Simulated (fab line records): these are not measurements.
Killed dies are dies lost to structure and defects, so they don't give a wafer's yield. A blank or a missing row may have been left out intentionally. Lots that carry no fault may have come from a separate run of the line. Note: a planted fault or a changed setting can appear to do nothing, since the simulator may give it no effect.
Which tool was responsible? / flow gf180mcu / 36 wafers from 12 lots sampled at 5 of the route's 602 steps

## WHAT EACH GAUGE READ, for each wafer
GF_V4_THK_MEAS_01.
lot=L101; measured=day 23 13:46; on=film metro-04; V4_CVD_00_THK (nm)=603 592 593
lot=L102; measured=day 23 18:37; on=film metro-03; V4_CVD_00_THK (nm)=611 598 604
lot=L105; measured=day 25 00:16; on=film metro-03; V4_CVD_00_THK (nm)=587 612 612
lot=L106; measured=day 25 06:46; on=film metro-03; V4_CVD_00_THK (nm)=608 607 612
lot=L107; measured=day 25 12:14; on=film metro-04; V4_CVD_00_THK (nm)=613 607 611
lot=L108; measured=day 25 21:47; on=film metro-03; V4_CVD_00_THK (nm)=607 615 611
lot=L109; measured=day 26 06:40; on=film metro-04; V4_CVD_00_THK (nm)=603 608 595
lot=L111; measured=day 26 22:10; on=film metro-03; V4_CVD_00_THK (nm)=606 607 609
lot=L112; measured=day 27 06:14; on=film metro-04; V4_CVD_00_THK (nm)=607 606 606
lot=L114; measured=day 27 16:07; on=film metro-03; V4_CVD_00_THK (nm)=609 615 598
lot=L122; measured=day 29 21:57; on=film metro-03; V4_CVD_00_THK (nm)=609 599 615
lot=L124; measured=day 30 14:56; on=film metro-04; V4_CVD_00_THK (nm)=595 601 605

GF_V4_OVL_MEAS_15.
lot=L101; measured=day 24 11:57; on=overlay-02; V4_OVL (nm)=0 4 6
lot=L102; measured=day 24 17:06; on=overlay-01; V4_OVL (nm)=2 1 -1
lot=L105; measured=day 25 21:47; on=overlay-01; V4_OVL (nm)=-4 1 1
lot=L106; measured=day 26 04:39; on=overlay-01; V4_OVL (nm)=-2 -1 -1
lot=L107; measured=day 26 10:17; on=overlay-01; V4_OVL (nm)=0 -8 -1
lot=L108; measured=day 26 19:23; on=overlay-01; V4_OVL (nm)=6 5 13
lot=L109; measured=day 27 03:56; on=overlay-01; V4_OVL (nm)=-14 -7 -7
lot=L111; measured=day 27 19:26; on=overlay-02; V4_OVL (nm)=14 8 14
lot=L112; measured=day 28 03:12; on=overlay-01; V4_OVL (nm)=3 5 -2
lot=L114; measured=day 28 12:54; on=overlay-01; V4_OVL (nm)=8 10 4
lot=L122; measured=day 30 16:38; on=overlay-01; V4_OVL (nm)=0 -1 -9
lot=L124; measured=day 31 08:56; on=overlay-02; V4_OVL (nm)=4 0 -1

GF_M5_OVL_MEAS_08.
lot=L101; measured=day 26 09:11; on=overlay-01; M5_OVL (nm)=-6 -3 -1
lot=L102; measured=day 26 13:40; on=overlay-02; M5_OVL (nm)=-5 -12 -6
lot=L105; measured=day 27 16:25; on=overlay-02; M5_OVL (nm)=-6 -13 -6
lot=L106; measured=day 27 23:42; on=overlay-01; M5_OVL (nm)=-1 -4 -7
lot=L107; measured=day 28 05:47; on=overlay-01; M5_OVL (nm)=8 -2 11
lot=L108; measured=day 28 14:01; on=overlay-02; M5_OVL (nm)=-4 -6 -10
lot=L109; measured=day 28 22:10; on=overlay-01; M5_OVL (nm)=11 10 10
lot=L111; measured=day 29 12:07; on=overlay-01; M5_OVL (nm)=8 -1 11
lot=L112; measured=day 29 21:07; on=overlay-02; M5_OVL (nm)=2 6 4
lot=L114; measured=day 30 05:36; on=overlay-01; M5_OVL (nm)=-14 -7 -4
lot=L122; measured=day 32 06:26; on=overlay-02; M5_OVL (nm)=0 -7 9
lot=L124; measured=day 32 20:35; on=overlay-01; M5_OVL (nm)=1 -6 -4

## EACH LOT AND THE TOOL THAT RAN IT (in order: tool; ch and the chambers of the sampled wafers; start)
lot=L101; GF_MIM_METAL_ETCH_19=rie metal-02 ch 0,1, day 25 11:24; GF_MIM_STRIP_20=plasma asher-02 ch 0,1, day 25 11:28
lot=L102; GF_MIM_METAL_ETCH_19=rie metal-04 ch 0,1, day 25 16:18; GF_MIM_STRIP_20=plasma asher-02 ch 0,1, day 25 16:22
lot=L105; GF_MIM_METAL_ETCH_19=rie metal-04 ch 0,1, day 26 20:07; GF_MIM_STRIP_20=plasma asher-03 ch 0,1, day 26 20:11
lot=L106; GF_MIM_METAL_ETCH_19=rie metal-02 ch 0,1, day 27 02:32; GF_MIM_STRIP_20=plasma asher-01 ch 0,1, day 27 02:37
lot=L107; GF_MIM_METAL_ETCH_19=rie metal-02 ch 0,1, day 27 09:21; GF_MIM_STRIP_20=plasma asher-03 ch 0,1, day 27 09:26
lot=L108; GF_MIM_METAL_ETCH_19=rie metal-02 ch 0,1, day 27 17:25; GF_MIM_STRIP_20=plasma asher-03 ch 0,1, day 27 17:29
lot=L109; GF_MIM_METAL_ETCH_19=rie metal-01 ch 0,1, day 28 01:55; GF_MIM_STRIP_20=plasma asher-03 ch 0,1, day 28 01:59
lot=L111; GF_MIM_METAL_ETCH_19=rie metal-01 ch 0,1, day 28 16:43; GF_MIM_STRIP_20=plasma asher-02 ch 0,1, day 28 16:47
lot=L112; GF_MIM_METAL_ETCH_19=rie metal-01 ch 0,1, day 29 01:04; GF_MIM_STRIP_20=plasma asher-01 ch 0,1, day 29 01:08
lot=L114; GF_MIM_METAL_ETCH_19=rie metal-01 ch 0,1, day 29 09:56; GF_MIM_STRIP_20=plasma asher-03 ch 0,1, day 29 10:01
lot=L122; GF_MIM_METAL_ETCH_19=rie metal-02 ch 0,1, day 31 12:02; GF_MIM_STRIP_20=plasma asher-03 ch 0,1, day 31 12:07
lot=L124; GF_MIM_METAL_ETCH_19=rie metal-04 ch 0,1, day 32 03:27; GF_MIM_STRIP_20=plasma asher-01 ch 0,1, day 32 03:31
- GF_MIM_METAL_ETCH_19: etches the open film in Cl2/BCl3, stops on Si3N4, target depth 324.5 nm, time 54.1 s.
- GF_MIM_STRIP_20: strips in O2/N2.

## AS READ BY THE TOOLS THEMSELVES (means over the sampled wafers that have a number; for cases with no such wafer, the mark the record gives instead)
GF_MIM_METAL_ETCH_19.
lot=L101; tool=rie metal-02; drypump motor current A (A)=5.3; oes product au (a.u.)=0.943; rf fwd power W (W)=793.7; throttle valve pct (%)=28.289
lot=L102; tool=rie metal-04; drypump motor current A (A)=5.0; oes product au (a.u.)=0.948; rf fwd power W (W)=794.4; throttle valve pct (%)=28.277
lot=L105; tool=rie metal-04; drypump motor current A (A)=5.0; oes product au (a.u.)=0.944; rf fwd power W (W)=793.6; throttle valve pct (%)=28.281
lot=L106; tool=rie metal-02; drypump motor current A (A)=5.3; oes product au (a.u.)=0.943; rf fwd power W (W)=793.7; throttle valve pct (%)=28.288
lot=L107; tool=rie metal-02; drypump motor current A (A)=5.3; oes product au (a.u.)=0.946; rf fwd power W (W)=793.2; throttle valve pct (%)=28.276
lot=L108; tool=rie metal-02; drypump motor current A (A)=5.3; oes product au (a.u.)=0.945; rf fwd power W (W)=792.0; throttle valve pct (%)=28.286
lot=L109; tool=rie metal-01; drypump motor current A (A)=5.1; oes product au (a.u.)=0.948; rf fwd power W (W)=792.1; throttle valve pct (%)=28.275
lot=L111; tool=rie metal-01; drypump motor current A (A)=5.4; oes product au (a.u.)=0.944; rf fwd power W (W)=794.6; throttle valve pct (%)=28.277
lot=L112; tool=rie metal-01; drypump motor current A (A)=5.1; oes product au (a.u.)=0.942; rf fwd power W (W)=834.6; throttle valve pct (%)=28.278
lot=L114; tool=rie metal-01; drypump motor current A (A)=5.1; oes product au (a.u.)=0.941; rf fwd power W (W)=837.5; throttle valve pct (%)=28.281
lot=L122; tool=rie metal-02; drypump motor current A (A)=5.7; oes product au (a.u.)=0.931; rf fwd power W (W)=791.2; throttle valve pct (%)=28.289
lot=L124; tool=rie metal-04; drypump motor current A (A)=5.1; oes product au (a.u.)=0.946; rf fwd power W (W)=793.3; throttle valve pct (%)=28.274

GF_MIM_STRIP_20.
lot=L101; tool=plasma asher-02; drypump motor current A (A)=6.1; heater power w (W)=339; oes product au (a.u.)=0.698; platen temp c (C)=250.04; strip time to endpoint s (s)=11.26
lot=L102; tool=plasma asher-02; drypump motor current A (A)=6.0; heater power w (W)=343; oes product au (a.u.)=0.696; platen temp c (C)=250.09; strip time to endpoint s (s)=11.34
lot=L105; tool=plasma asher-03; drypump motor current A (A)=5.9; heater power w (W)=325; oes product au (a.u.)=0.698; platen temp c (C)=249.89; strip time to endpoint s (s)=11.27
lot=L106; tool=plasma asher-01; drypump motor current A (A)=5.8; heater power w (W)=308; oes product au (a.u.)=0.691; platen temp c (C)=250.14; strip time to endpoint s (s)=11.19
lot=L107; tool=plasma asher-03; drypump motor current A (A)=5.4; heater power w (W)=345; oes product au (a.u.)=0.695; platen temp c (C)=250.09; strip time to endpoint s (s)=11.26
lot=L108; tool=plasma asher-03; drypump motor current A (A)=5.4; heater power w (W)=348; oes product au (a.u.)=0.694; platen temp c (C)=250.01; strip time to endpoint s (s)=11.27
lot=L109; tool=plasma asher-03; drypump motor current A (A)=5.9; heater power w (W)=327; oes product au (a.u.)=0.689; platen temp c (C)=250.17; strip time to endpoint s (s)=11.21
lot=L111; tool=plasma asher-02; drypump motor current A (A)=6.1; heater power w (W)=344; oes product au (a.u.)=0.693; platen temp c (C)=250.03; strip time to endpoint s (s)=11.27
lot=L112; tool=plasma asher-01; drypump motor current A (A)=5.8; heater power w (W)=310; oes product au (a.u.)=0.685; platen temp c (C)=250.07; strip time to endpoint s (s)=11.15
lot=L114; tool=plasma asher-03; drypump motor current A (A)=5.9; heater power w (W)=324; oes product au (a.u.)=0.686; platen temp c (C)=250.05; strip time to endpoint s (s)=11.12
lot=L122; tool=plasma asher-03; drypump motor current A (A)=5.9; heater power w (W)=324; oes product au (a.u.)=0.693; platen temp c (C)=250.02; strip time to endpoint s (s)=11.25
lot=L124; tool=plasma asher-01; drypump motor current A (A)=6.0; heater power w (W)=289; oes product au (a.u.)=0.691; platen temp c (C)=250.11; strip time to endpoint s (s)=11.21

## THE ANSWER, worked out from the rows above alone
Rule: the lots themselves supply what counts as usual. Put in order of their means at a reading, lots are off if they are a third of the lots or fewer, leave a main group of 4 or more, and stand apart from it by a gap of 3 or more times the standard deviation of the main group's means; of several such gaps the widest counts. If all means in a main group match to the digits the tables above print for the reading, that group is not used. A lot without any number at a reading at which 4 lots or more have one is off too. Any other lot the step has rows for is counted as sound. After the gauges, taken in route order, come the tools' own readings; for these a lot's mean is taken, as printed above. At the first step where some lot is off, the reading lying furthest off is the one used; lots without a number count as furthest.
Off at GF_MIM_METAL_ETCH_19 (rf fwd power W): L112, L114. For the main group the mean is 793.2 W and the standard deviation 1.
If a tool, at that step or one of the process steps before it, ran each lot that is off and ran no sound lot following the first of them, it fits. One fits: rie metal-01 at GF_MIM_METAL_ETCH_19. Its last sound lot is L111 (day 28 16:43), its first lot that is off L112 (day 29 01:04): a fault that began between those two fits.
The tool's own readings at GF_MIM_METAL_ETCH_19 bear it out: on the lots that are off they differ by more than 5 times the standard deviation of the sound lots' means. rf fwd power W reads 836.0 W there against 793.2 W on the sound lots.

## WHAT HAD BEEN PUT IN BY THE SIMULATOR
rie metal-01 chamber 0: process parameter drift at GF_MIM_METAL_ETCH_19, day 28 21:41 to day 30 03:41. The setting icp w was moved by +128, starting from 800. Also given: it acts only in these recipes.
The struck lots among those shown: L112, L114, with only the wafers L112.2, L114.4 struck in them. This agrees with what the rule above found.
